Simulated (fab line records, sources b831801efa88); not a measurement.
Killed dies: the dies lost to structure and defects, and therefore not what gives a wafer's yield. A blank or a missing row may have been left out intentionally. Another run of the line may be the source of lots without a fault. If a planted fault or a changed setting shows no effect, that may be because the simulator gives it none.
Comparing a struck lot with a sound one || flow sky130 || 15 out of 708 route steps
Sound: wafers L468.2, L468.3, L468.5. Struck: wafers L481.2, L481.5 (left out: L481.1, a lot-mate that was not struck); the cause follows at the end.
For every step that has rows: the tool of each side, followed by ch and its chambers, followed by its first start. Under that, the readings that differ: sound wafers || struck wafers || difference of the means || sigmas: that difference in standard deviations of wafers without a fault.
alike: readings whose means differ by less than 2 such deviations, and words and numbers that are the same on both sides. not compared: withheld readings, readings that some wafer has no value for, bounds like >300 that may hide the same value, and numbers for which the record gives no deviation and whose values overlap.
Wherever a step has rows on one side only, a row that says differs or no value, or a row with sigmas, the two part there. Numbers that don't overlap but have no deviation are shown without sigmas and don't part them. A reading missing from all wafers of one side parts the sides only when that side holds two or more wafers.

SKY_VIA4_OVL_MEAS_11:
  sound on overlay-02, day 43 20:13; struck on overlay-01, day 47 06:32
  alike: VIA4_OVL
then, 1 step without rows for these wafers: SKY_VIA4_ETCH_12 (etches SiO2 in C4F8/O2/Ar, stops on TiN, target depth 580 nm).
SKY_VIA4_STRIP_13: strips in O2/N2.
  sound on plasma-asher-02 ch 0,1, day 43 20:20; struck on plasma-asher-03 ch 0, day 47 06:38
{"reading": "strip-time-to-endpoint-s (s)", "sound": "12.80 12.83 12.77", "struck": "12.90 12.85", "difference": "+0.07", "sigmas": "+2"}
  alike: drypump-motor-current-A, oes-product-au
  not compared: rf-hours-counter-h
then, 3 steps without rows for these wafers: SKY_VIA4_STRIP_14 (strips in post etch residue remover, time 1200 s); SKY_VIA4_CLEAN_15 (cleans in IPA, time 180 s); SKY_VIA4_CLEAN_16 (cleans in O3/DIW).
SKY_VIA4_SPUTTER_17: material TiN, target thk 20 nm, time 80 s.
  sound on pvd-sputter-02, day 43 20:55; struck on pvd-sputter-04, day 47 07:14
  alike: throttle-valve-pct
SKY_VIA4_CVD_18: deposits W, target thk 505 nm, time 152.14 s.
  sound on cvd-w-02 ch 1, day 43 20:59; struck on cvd-w-02 ch 1, day 47 07:18
  alike: chamber-pressure-Torr, heater-power-w
SKY_VIA4_RS_MEAS_19: uses a four-point probe to measure.
  sound on film-metro-02, day 43 21:09; struck on film-metro-02, day 47 07:27
  alike: VIA4_W_RS
SKY_VIA4_THK_MEAS_20: measures by xrf.
  sound on film-metro-02, day 43 21:16; struck on film-metro-02, day 47 07:34
  alike: VIA4_W_THK
SKY_VIA4_CMP_21: polishes, stops on SiO2, t overpolish 25 s, target thk 0 nm.
  sound on cmp-01 ch 1,2, day 43 21:19; struck on cmp-02 ch 1,2, day 47 07:44
  alike: head-pressure-psi, motor-current-A, overpolish-run-s, time-to-endpoint-s
then, 1 step without rows for these wafers: SKY_METAL5_SPUTTER_00 (material Ti, target thk 15 nm, time 10 s).
SKY_METAL5_SPUTTER_01: material TiN, target thk 20 nm, time 16.7 s.
  sound on pvd-sputter-01, day 43 21:38; struck on pvd-sputter-01, day 47 07:57
{"reading": "model.TiN_of_METAL5_SPUTTER_01.thk-nm (nm)", "sound": "19.74 19.44 19.73", "struck": "33.52 33.4", "difference": "+13.82", "sigmas": ""}
  alike: throttle-valve-pct
SKY_METAL5_SPUTTER_02: material AlCu, target thk 1150 nm, time 61.2 s.
  sound on pvd-sputter-01, day 43 21:40; struck on pvd-sputter-01, day 47 07:59
  alike: throttle-valve-pct
-- the record jumps here: 2 days lie between the struck wafers' starts before and after (it left off in module METAL5 and takes up again in module PAD_OPEN, whose first step shown is number 708 of the route) --
SKY_PAD_OPEN_PROBE_99:
  sound on prober-02, day 46 17:50; struck on prober-01, day 49 18:17
  alike: defect-limited-yield, killed_at_M0_to_M3, killed_at_M4_up, killed-at-contacts, killed-at-front-end, killed-at-other, killed-dies, killed-open, killed-short, sort_bin_3_pad_short, sort_bin_5_function, sort_bin_6_memory, sort-n-pass, sort-yield-pct

WHERE THEY PART
Only at SKY_VIA4_STRIP_13, within this record. Later steps at which nothing parts them and some readings are alike: SKY_VIA4_SPUTTER_17, SKY_VIA4_CVD_18, SKY_VIA4_RS_MEAS_19, SKY_VIA4_THK_MEAS_20, SKY_VIA4_CMP_21, SKY_METAL5_SPUTTER_01, SKY_METAL5_SPUTTER_02, SKY_PAD_OPEN_PROBE_99.

WHY: what the simulator had put in
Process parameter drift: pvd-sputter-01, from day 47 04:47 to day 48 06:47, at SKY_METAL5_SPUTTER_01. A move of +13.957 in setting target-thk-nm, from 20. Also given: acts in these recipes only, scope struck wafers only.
